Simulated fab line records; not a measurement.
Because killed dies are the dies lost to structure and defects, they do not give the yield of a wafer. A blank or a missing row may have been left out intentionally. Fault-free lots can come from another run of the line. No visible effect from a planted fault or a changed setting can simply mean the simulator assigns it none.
Comparing a struck lot with a sound one + flow gf180mcu + 27 steps out of a route of 602
Sound: the wafers L190.3, L190.5, L190.6. Struck: wafers L187.2, L187.5, L187.6. The cause comes at the end.
Per side, at each step with rows, come the tool, then ch with its chambers, and then its first start. Under that, the readings that differ: sound wafers + struck wafers + difference of the means + sigmas: that difference in standard deviations of wafers without a fault.
alike: words and numbers the same on both sides, and readings whose means are apart by under 2 such deviations; not compared: readings that were withheld, readings missing a value for some wafer, numbers with overlapping values and no deviation given by the record, and bounds like >300 which may hide the same value.
A row with sigmas, a row that says differs or no value, or rows on one side alone: a step with any of these is where the two part. Non-overlapping numbers with no deviation appear without sigmas and do not part them. A reading missing from all wafers of one side parts the sides only when that side holds two or more wafers.

GF_LVPWELL_STRIP_10: strips in O2/N2.
  sound on plasmaAsher-02 ch 0,1, day 8 21:14; struck on plasmaAsher-02 ch 0,1, day 8 01:53
  alike: chamberPressureMTorr, drypumpMotorCurrentA, heaterPowerW, n2FlowSccm, oesProductAu, stripTimeToEndpointS
  not compared: rfHoursCounterH
GF_LVPWELL_TW_MEAS_11:
  sound on filmMetro-02 at day 8 21:19; struck on filmMetro-03 at day 8 01:59
  alike: LVPWELL_TW
then, 7 steps without rows for these wafers: GF_MVSD_DEHYDRATE_00 (time 60 s); GF_MVSD_HMDS_01 (prime time 60 s); GF_MVSD_COAT_02 (resist thk 3000 nm); GF_MVSD_SOFTBAKE_03; GF_MVSD_EXPOSE_04 (exposes mask MVSD, target cd 1000 nm); GF_MVSD_PEB_05; GF_MVSD_DEVELOP_06 (develop time 60 s).
GF_MVSD_OVL_MEAS_07:
  sound on overlay-01 at day 9 13:36; struck on overlay-01 at day 8 18:58
| reading       | sound          | struck      | difference | sigmas |
|---------------|----------------|-------------|------------|--------|
| MVSD_OVL (nm) | -0.5 -1.4 -1.5 | 3.0 0.4 2.1 | +3.0       | +2     |
then, 2 steps without rows for these wafers: GF_MVSD_IMPLANT_08; GF_MVSD_IMPLANT_09.
GF_MVSD_STRIP_10: strips in O2/N2.
  sound on plasmaAsher-01 ch 0,1, day 9 13:58; struck on plasmaAsher-03 ch 0,1, day 8 19:18
  no value came back on the struck wafers for any of 6 readings (chamberPressureMTorr (mTorr), drypumpMotorCurrentA (A) and others); on the sound wafers chamberPressureMTorr (mTorr) reads 1500.3 1502.6 1498.7
| reading                               | sound | struck         | difference | sigmas |
|---------------------------------------|-------|----------------|------------|--------|
| model.coat_of_MVSD_COAT_02.thkNm (nm) | 0 0 0 | 3009 3015 3015 | +3013      |        |
  not compared: rfHoursCounterH
GF_MVSD_TW_MEAS_11:
  sound on filmMetro-02 at day 9 14:03; struck on filmMetro-01 at day 8 19:25
  alike: MVSD_TW
then, 7 steps without rows for these wafers: GF_MVPSD_DEHYDRATE_00 (time 60 s); GF_MVPSD_HMDS_01 (prime time 60 s); GF_MVPSD_COAT_02 (resist thk 3000 nm); GF_MVPSD_SOFTBAKE_03; GF_MVPSD_EXPOSE_04 (exposes mask MVPSD, target cd 1000 nm); GF_MVPSD_PEB_05; GF_MVPSD_DEVELOP_06 (develop time 60 s).
GF_MVPSD_OVL_MEAS_07:
  sound on overlay-01 at day 10 08:27; struck on overlay-02 at day 9 12:00
  alike: MVPSD_OVL
then, 2 steps without rows for these wafers: GF_MVPSD_IMPLANT_08; GF_MVPSD_IMPLANT_09.
GF_MVPSD_STRIP_10: strips in O2/N2.
  sound on plasmaAsher-03 ch 0,1, day 10 08:49; struck on plasmaAsher-04 ch 0,1, day 9 12:20
| reading                  | sound             | struck            | difference | sigmas      |
|--------------------------|-------------------|-------------------|------------|-------------|
| oesProductAu (a.u.)      | 0.722 0.720 0.723 | 0.741 0.727 0.740 | +0.014     | +3          |
| stripTimeToEndpointS (s) | 36.86 36.90 36.86 | 81.45 81.46 81.52 | +44.60     | +99 or more |
  alike: chamberPressureMTorr, drypumpMotorCurrentA, heaterPowerW, n2FlowSccm
  not compared: rfHoursCounterH
GF_MVPSD_TW_MEAS_11:
  sound on filmMetro-02 at day 10 08:54; struck on filmMetro-02 at day 9 12:26
| reading  | sound       | struck   | difference | sigmas |
|----------|-------------|----------|------------|--------|
| MVPSD_TW | 549 553 552 | 30 30 30 | -521       | -93    |
then, 1 step without rows for these wafers: GF_VT_IMPLANT_DEHYDRATE_00 (time 60 s).

## WHERE THEY PART
First at GF_MVSD_OVL_MEAS_07; last, within this record, at GF_MVPSD_TW_MEAS_11.

WHY: what the simulator had put in
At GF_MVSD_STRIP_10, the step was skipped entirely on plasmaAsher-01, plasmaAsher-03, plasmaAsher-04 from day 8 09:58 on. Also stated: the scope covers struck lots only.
